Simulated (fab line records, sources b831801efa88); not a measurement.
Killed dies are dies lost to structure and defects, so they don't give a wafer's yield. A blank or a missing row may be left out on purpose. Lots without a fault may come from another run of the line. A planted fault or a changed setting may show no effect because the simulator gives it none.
Which tool did it? | flow gf180mcu | 14 lots, 42 wafers sampled, at 5 steps of a route of 602

WHAT THE GAUGES READ, wafer by wafer
GF_VT_IMPLANT_OVL_MEAS_07.
lot  | measured     | on         | VT_IMPLANT_OVL (nm)
L887 | day 6 00:44  | overlay-02 | -0.5 0.5 -1.4
L888 | day 6 02:16  | overlay-01 | 1.3 1.3 0.5
L889 | day 6 06:07  | overlay-02 | 0.0 1.7 1.3
L890 | day 6 23:01  | overlay-02 | -0.8 -1.7 -0.4
L896 | day 8 09:31  | overlay-01 | 0.7 -0.6 0.0
L897 | day 8 14:16  | overlay-01 | -1.0 0.1 -1.8
L899 | day 9 02:11  | overlay-02 | -0.6 -2.9 -1.4
L900 | day 9 11:31  | overlay-01 | 0.3 1.9 0.2
L901 | day 9 12:15  | overlay-01 | -0.4 -0.5 0.7
L902 | day 9 19:27  | overlay-02 | -1.6 -2.0 -1.5
L903 | day 10 02:55 | overlay-01 | -1.7 -0.5 -1.5
L907 | day 11 01:03 | overlay-01 | -0.1 -2.5 0.7
L908 | day 11 06:19 | overlay-01 | 1.1 -0.6 -0.5
L909 | day 11 09:43 | overlay-01 | -0.3 -0.2 -1.3

GF_VT_IMPLANT_TW_MEAS_43.
lot  | measured     | on            | VT_IMPLANT_4_TW
L887 | day 8 00:50  | film_metro-02 | 681 684 682
L888 | day 8 02:03  | film_metro-02 | 30 30 30
L889 | day 8 05:13  | film_metro-01 | 30 31 30
L890 | day 9 00:18  | film_metro-01 | 696 694 696
L896 | day 10 14:20 | film_metro-01 | 694 694 698
L897 | day 10 18:15 | film_metro-04 | 696 697 696
L899 | day 11 08:10 | film_metro-01 | 697 696 694
L900 | day 11 17:57 | film_metro-01 | 693 698 701
L901 | day 11 18:05 | film_metro-04 | 700 700 695
L902 | day 12 01:36 | film_metro-02 | 690 693 693
L903 | day 12 08:50 | film_metro-01 | 702 700 699
L907 | day 13 10:56 | film_metro-01 | 701 698 702
L908 | day 13 15:23 | film_metro-02 | 696 696 695
L909 | day 13 20:40 | film_metro-01 | 693 697 694

WHICH TOOL RAN EACH LOT (tool, then ch and the chambers of the sampled wafers, then the start)
lot  | GF_STI_STRIP_15                     | GF_DNWELL_STRIP_08                  | GF_VT_IMPLANT_IMPLANT_41
L887 | plasma_asher-01 ch 0,1, day 2 08:14 | plasma_asher-02 ch 0,1, day 3 04:56 | implanter-01 ch 0, day 8 00:37
L888 | plasma_asher-03 ch 0,1, day 2 14:36 | plasma_asher-01 ch 0,1, day 3 07:04 | implanter-01, day 8 01:48
L889 | plasma_asher-01 ch 0,1, day 2 16:33 | plasma_asher-01 ch 0,1, day 3 09:11 | implanter-03, day 8 04:58
L890 | plasma_asher-01 ch 0,1, day 3 00:07 | plasma_asher-04 ch 0,1, day 3 22:44 | implanter-01 ch 0, day 9 00:04
L896 | plasma_asher-03 ch 0,1, day 4 04:28 | plasma_asher-01 ch 0,1, day 5 03:58 | implanter-03 ch 0, day 10 14:05
L897 | plasma_asher-01 ch 0,1, day 4 12:56 | plasma_asher-04 ch 0,1, day 5 08:08 | implanter-01 ch 0, day 10 18:00
L899 | plasma_asher-01 ch 0,1, day 4 22:03 | plasma_asher-04 ch 0,1, day 5 18:09 | implanter-02 ch 0, day 11 07:56
L900 | plasma_asher-02 ch 0,1, day 5 04:44 | plasma_asher-02 ch 0,1, day 6 02:03 | implanter-01 ch 0, day 11 17:42
L901 | plasma_asher-03 ch 0,1, day 5 07:34 | plasma_asher-01 ch 0,1, day 6 03:07 | implanter-02 ch 0, day 11 17:50
L902 | plasma_asher-02 ch 0, day 5 13:45   | plasma_asher-02 ch 1, day 6 09:25   | implanter-02 ch 0, day 12 01:21
L903 | plasma_asher-01 ch 0,1, day 5 19:12 | plasma_asher-02 ch 0,1, day 6 16:11 | implanter-03 ch 0, day 12 08:37
L907 | plasma_asher-02 ch 0,1, day 6 13:48 | plasma_asher-01 ch 1, day 7 11:03   | implanter-01 ch 0, day 13 10:41
L908 | plasma_asher-02 ch 0,1, day 6 19:58 | plasma_asher-02 ch 0,1, day 7 15:58 | implanter-03 ch 0, day 13 15:10
L909 | plasma_asher-02 ch 0,1, day 6 23:42 | plasma_asher-01 ch 0,1, day 7 19:43 | implanter-03 ch 0, day 13 20:26
- GF_STI_STRIP_15: strips in O2/N2.
- GF_DNWELL_STRIP_08: strips in O2/N2.
- GF_VT_IMPLANT_IMPLANT_41

WHAT THE TOOLS THEMSELVES READ (means of the sampled wafers that have a number; where no wafer has one, the mark that the record gives instead)
GF_STI_STRIP_15.
lot  | tool            | drypump_motor_current_A (A) | heater_power_w (W) | n2_flow_sccm (sccm) | oes_product_au (a.u.) | strip_time_to_endpoint_s (s)
L887 | plasma_asher-01 | 5.6                         | 325                | 300.7               | 0.385                 | 3.75
L888 | plasma_asher-03 | 5.6                         | 270                | 299.2               | 0.387                 | 3.77
L889 | plasma_asher-01 | 5.5                         | 310                | 299.5               | 0.381                 | 3.69
L890 | plasma_asher-01 | 5.5                         | 323                | 300.9               | 0.381                 | 3.70
L896 | plasma_asher-03 | 6.0                         | 263                | 300.6               | 0.384                 | 3.71
L897 | plasma_asher-01 | 5.5                         | 309                | 300.9               | 0.383                 | 3.71
L899 | plasma_asher-01 | 5.5                         | 320                | 299.9               | 0.376                 | 3.67
L900 | plasma_asher-02 | 5.8                         | 354                | 299.5               | 0.382                 | 3.76
L901 | plasma_asher-03 | 5.6                         | 268                | 300.8               | 0.388                 | 3.80
L902 | plasma_asher-02 | 6.1                         | 362                | 299.2               | 0.376                 | 3.70
L903 | plasma_asher-01 | 5.6                         | 317                | 299.7               | 0.382                 | 3.72
L907 | plasma_asher-02 | 5.9                         | 356                | 299.1               | 0.392                 | 3.78
L908 | plasma_asher-02 | 5.8                         | 356                | 300.0               | 0.382                 | 3.69
L909 | plasma_asher-02 | 5.8                         | 354                | 299.8               | 0.384                 | 3.69

GF_DNWELL_STRIP_08.
lot  | tool            | drypump_motor_current_A (A) | heater_power_w (W) | n2_flow_sccm (sccm) | oes_product_au (a.u.) | strip_time_to_endpoint_s (s)
L887 | plasma_asher-02 | 5.91                        | 352                | 299.8               | 0.723                 | 36.95
L888 | plasma_asher-01 | 5.50                        | 314                | 299.8               | 0.725                 | 36.96
L889 | plasma_asher-01 | 5.50                        | 314                | 299.8               | 0.721                 | 36.84
L890 | plasma_asher-04 | 5.78                        | 323                | 300.4               | 0.718                 | 36.87
L896 | plasma_asher-01 | 5.54                        | 318                | 299.4               | 0.724                 | 37.08
L897 | plasma_asher-04 | 5.79                        | 326                | 299.5               | 0.722                 | 37.08
L899 | plasma_asher-04 | 5.79                        | 326                | 300.3               | 0.719                 | 36.64
L900 | plasma_asher-02 | 5.92                        | 354                | 300.0               | 0.724                 | 37.10
L901 | plasma_asher-01 | 5.52                        | 310                | 300.3               | 0.722                 | 36.96
L902 | plasma_asher-02 | 5.61                        | 354                | 300.0               | 0.718                 | 36.91
L903 | plasma_asher-02 | 5.93                        | 359                | 299.4               | 0.726                 | 37.05
L907 | plasma_asher-01 | 5.56                        | 331                | 300.0               | 0.722                 | 36.95
L908 | plasma_asher-02 | 5.92                        | 356                | 299.5               | 0.723                 | 37.02
L909 | plasma_asher-01 | 5.50                        | 314                | 301.3               | 0.725                 | 37.17

GF_VT_IMPLANT_IMPLANT_41.
lot  | tool         | beam_energy_keV | beam_on_s (s)
L887 | implanter-01 | 69.983          | 10.18
L888 | implanter-01 | -               | -
L889 | implanter-03 | -               | -
L890 | implanter-01 | 70.020          | 10.04
L896 | implanter-03 | 69.998          | 10.08
L897 | implanter-01 | 70.028          | 10.17
L899 | implanter-02 | 70.026          | 9.89
L900 | implanter-01 | 70.021          | 10.01
L901 | implanter-02 | 70.030          | 9.93
L902 | implanter-02 | 70.019          | 10.07
L903 | implanter-03 | 70.008          | 9.81
L907 | implanter-01 | 69.964          | 10.23
L908 | implanter-03 | 70.001          | 9.89
L909 | implanter-03 | 70.027          | 9.96

THE ANSWER, worked out from the rows above alone
Rule: what is usual is taken from the lots themselves. Put in order of their means at a reading, lots are off if they are a third of the lots or fewer, leave a main group of 4 or more, and stand apart from it by a gap of 3 or more times the standard deviation of the main group's means; of several such gaps the widest counts. A main group whose means are all the same, to the digits that the tables above print for the reading, isn't used. A lot without any number at a reading at which 4 lots or more have one is off too. The other lots that the step has rows for count as sound. The gauges are gone through in route order, then the tools' own readings, and for those a lot's mean is taken as printed above. The first step at which some lot is off is used, and at that step the reading that is off furthest; a lot without a number counts as furthest.
Off: L888, L889, at GF_VT_IMPLANT_TW_MEAS_43 (VT_IMPLANT_4_TW). The main group: mean 695, standard deviation 4.5.
A tool fits if, at a process step before that reading, it ran every lot that is off, and no sound lot after the first of them. The gauges at GF_VT_IMPLANT_TW_MEAS_43 aren't tried: what is off there is off at GF_VT_IMPLANT_IMPLANT_41 too, on other tools, and a gauge's error can't cause that. None of those tried fits.

WHAT THE SIMULATOR HAD PUT IN
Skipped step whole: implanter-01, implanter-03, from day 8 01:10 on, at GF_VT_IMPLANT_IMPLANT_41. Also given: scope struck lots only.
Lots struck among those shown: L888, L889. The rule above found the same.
